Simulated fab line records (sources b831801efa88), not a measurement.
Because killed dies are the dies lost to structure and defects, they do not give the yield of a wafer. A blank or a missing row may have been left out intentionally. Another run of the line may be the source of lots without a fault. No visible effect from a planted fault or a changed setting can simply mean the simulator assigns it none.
Chamber matching -- flow sky130 -- SKY_VIA4_ETCH_12 on rieDiel-01 has 4 sister chambers
The step etches SiO2 in C4F8/O2/Ar, stops on TiN, target depth 580 nm. 4 wafers are shown with their chamber, then 7 later ones without.

## WAFERS, EACH WITH ITS CHAMBER
wafer,chamber,oesProductAu (a.u.)
L751.3,2,0.931
L751.6,1,0.934
L752.2,3,0.927
L752.3,0,0.930

## WAFERS WHOSE CHAMBER IS MISSING
wafer,oesProductAu (a.u.)
L752.4,0.924
L756.4,0.920
L756.5,0.921
L756.6,0.924
L757.1,0.918
L757.3,0.932
L757.4,0.923

## CHAMBER TAKEN BY EACH
wafer,from the rows above,in truth
L752.4,can't be placed: 3 or 0 or 2 or 1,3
L756.4,can't be placed: 3 or 0 or 2 or 1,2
L756.5,can't be placed: 3 or 0 or 2 or 1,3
L756.6,can't be placed: 3 or 0 or 2 or 1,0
L757.1,can't be placed: 3 or 0 or 2 or 1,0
L757.3,can't be placed: 2 or 0 or 1 or 3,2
L757.4,can't be placed: 3 or 0 or 2 or 1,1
Placed correctly: 0 of 7. Unplaceable from these rows: 7, with the true chamber sitting among the candidates in 7. Placed wrongly: 0.
How it was worked out, from the rows above alone: a wafer's distance from a chamber is the root of the sum, over the readings, of the square of ((its reading less the chamber's mean) divided by the reading's scatter). If the next closest chamber is less than 2 further off than the closest, the wafer can't be placed; otherwise it belongs to the closest. The mean given for a chamber averages the wafers shown for that chamber. The scatter (one wafer shown for each chamber): square how far every hidden wafer sits from the nearest shown wafer, average those squares and take the square root.
